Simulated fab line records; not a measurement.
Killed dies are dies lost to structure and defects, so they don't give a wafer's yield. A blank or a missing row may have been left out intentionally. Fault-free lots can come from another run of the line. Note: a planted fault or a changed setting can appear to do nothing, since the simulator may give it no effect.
Code-filled problem report in 8D (eight disciplines) form / flow sky130 / the parts of the form that need people (team, actions taken, sign-off) are left out

== 1. THE PROBLEM ==
run-length-s at SKY_FIELD_ISO_WET_ETCH_21 reads a mean of 467 s on 9 wafers of 3 lots; wafers without a fault read 428 s with a standard deviation of 3.4. Relative to the usual mean, that is a shift of +11 standard deviations.
The step: etches SiO2 in dHF, target depth 20 nm, time 400 s.
The first sign was on wafer L430.1 at day 3 11:41, on wet-bench-04. At this step, 39 wafers from 13 lots have a number in the record. By rule, "out" or "out of limits" means more than 4 standard deviations away from the usual mean. The other wafers with a number count as sound.

== 2. WHAT IT IS; WHAT IT IS NOT ==
question=which readings at this step | is=run-length-s | is not=-
question=which lots | is=L430, L431, L432 | is not=L424, L425, L427, L438, L439, L441, L442, L444, L445, L447
question=which wafers of those lots | is=all that have a number | is not=-
question=read on which tools | is=wet-bench-04 | is not=wet-bench-01, wet-bench-02
question=when | is=from day 3 11:41 | is not=up to then (9 sound wafers); but 21 sound wafers of L438, L439, L441, L442, L444, L445, L447 came after

== 3. SUSPECTS, AND WHAT RULES EACH OUT ==
Counting: a tool at a process step up to the reading stays a suspect if it ran every lot that is out and no sound lot after the first of them.
- wet-bench-04 at SKY_FIELD_ISO_WET_ETCH_21 (etches SiO2 in dHF, target depth 20 nm, time 400 s): ruled out as a lasting fault. Following L430 (day 3 11:41), the first lot on it that is out, the sound lots L444, L445 were run on it.
Left after counting: nothing in the record.

== 4. THE CAUSE (what the simulator had put in) ==
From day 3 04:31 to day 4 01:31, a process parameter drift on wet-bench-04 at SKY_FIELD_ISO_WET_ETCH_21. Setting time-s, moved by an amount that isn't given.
Counting ruled it out, wrongly.

== 5. THE CHAIN OF EFFECTS, in route order ==
Rows list readings where the struck wafers' mean (over those with a number) sits beyond 3 standard deviations from the usual. Scope: only readings with a usual standard deviation given in the record; hours: median across lots of the time from each lot's start at the first step in this table that gives one to its start at this step; sigmas: change in usual standard deviations.
hours=0; step=SKY_FIELD_ISO_WET_ETCH_21; reading=run-length-s; usual=428 s; on struck wafers=467; change=+39; sigmas=+11
The process steps in it:
- SKY_FIELD_ISO_WET_ETCH_21: etches SiO2 in dHF, target depth 20 nm, time 400 s.
Later measuring or inspecting steps at which every struck wafer that the step has a row for has a number for every such reading, and none has moved that far: SKY_VIA3_RS_MEAS_22.

== 6. HOW IT WOULD HAVE BEEN CAUGHT EARLIER ==
7 hours passed between the start of the fault at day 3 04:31 and the first reading out of limits in this record, taken at day 3 11:41.
